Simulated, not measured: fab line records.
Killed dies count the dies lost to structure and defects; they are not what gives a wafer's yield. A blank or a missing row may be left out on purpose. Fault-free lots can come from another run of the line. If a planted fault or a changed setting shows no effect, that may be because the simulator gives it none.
Matching of chambers | flow gf180mcu | 4 sister chambers for GF_V5_ETCH_16 on rieDiel-03
The step etches BARC in N2/H2. 18 wafers are shown with their chamber, then 9 later ones without.

== EACH WAFER AND ITS CHAMBER ==
wafer  | chamber | drypumpMotorCurrentA (A) | rfFwdPowerW (W) | throttleValvePct (%)
L077.2 | 1       | 5.8                      | 495.0           | 13.216
L077.3 | 2       | 6.4                      | 496.6           | 13.228
L077.5 | 2       | 6.4                      | 497.5           | 13.214
L079.3 | 2       | 6.4                      | 497.6           | 13.220
L079.5 | 0       | 5.6                      | 498.5           | 13.209
L079.6 | 1       | 5.8                      | 495.9           | 13.228
L080.4 | 2       | 6.4                      | 497.4           | 13.229
L080.5 | 3       | 5.7                      | 488.3           | 13.230
L080.6 | 2       | 6.4                      | 496.2           | 13.239
L081.1 | 2       | 6.4                      | 494.7           | 13.239
L081.2 | 3       | 5.7                      | 493.6           | 13.233
L081.3 | 1       | 5.8                      | 490.8           | 13.233
L085.1 | 0       | 5.6                      | 497.3           | 13.228
L085.4 | 2       | 6.4                      | 497.8           | 13.225
L085.6 | 3       | 5.7                      | 490.7           | 13.215
L089.2 | 0       | 5.7                      | 495.0           | 13.202
L089.4 | 2       | 6.4                      | 497.0           | 13.225
L089.6 | 3       | 5.7                      | 489.7           | 13.224

SIGNATURES, as means of the wafers listed above
reading              | chamber 0 | chamber 1 | chamber 2 | chamber 3 | scatter within a chamber
drypumpMotorCurrentA | 5.633     | 5.800     | 6.400     | 5.700     | 0.0218
rfFwdPowerW          | 496.933   | 493.900   | 496.850   | 490.575   | 1.76
throttleValvePct     | 13.21300  | 13.22567  | 13.22738  | 13.22550  | 0.00934
Rule: a wafer's distance from a chamber is the root of the sum, over the readings, of the square of ((its reading less the chamber's mean) divided by the reading's scatter). If the next closest chamber is less than 2 further off than the closest, the wafer can't be placed; otherwise it belongs to the closest. The scatter: take each reading less its chamber's mean, square it, sum over the shown wafers, divide by the number of wafers less the number of chambers, and take the root.

== WAFERS WITHOUT THEIR CHAMBER ==
wafer  | drypumpMotorCurrentA (A) | rfFwdPowerW (W) | throttleValvePct (%)
L091.2 | 5.8                      | 497.5           | 13.232
L091.3 | 5.6                      | 499.6           | 13.233
L091.4 | 5.7                      | 488.0           | 13.208
L093.2 | 6.4                      | 499.0           | 13.194
L093.3 | 5.6                      | 489.9           | 13.225
L093.6 | 5.8                      | 495.2           | 13.230
L094.1 | 5.7                      | 492.1           | 13.201
L094.3 | 5.7                      | 495.4           | 13.217
L094.5 | 6.4                      | 496.3           | 13.224

== CHAMBER TAKEN BY EACH ==
wafer  | from the rows above          | in truth
L091.2 | 1                            | 1
L091.3 | 0                            | 0
L091.4 | 3                            | 3
L093.2 | 2                            | 2
L093.3 | can't be placed: 0 or 3      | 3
L093.6 | 1                            | 1
L094.1 | can't be placed: 3 or 0      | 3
L094.3 | can't be placed: 3 or 0 or 1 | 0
L094.5 | 2                            | 2
Placed correctly: 6 of 9. Cannot be placed on the basis of these rows: 3; the candidates contain the true chamber in 3. Placed wrongly: 0.
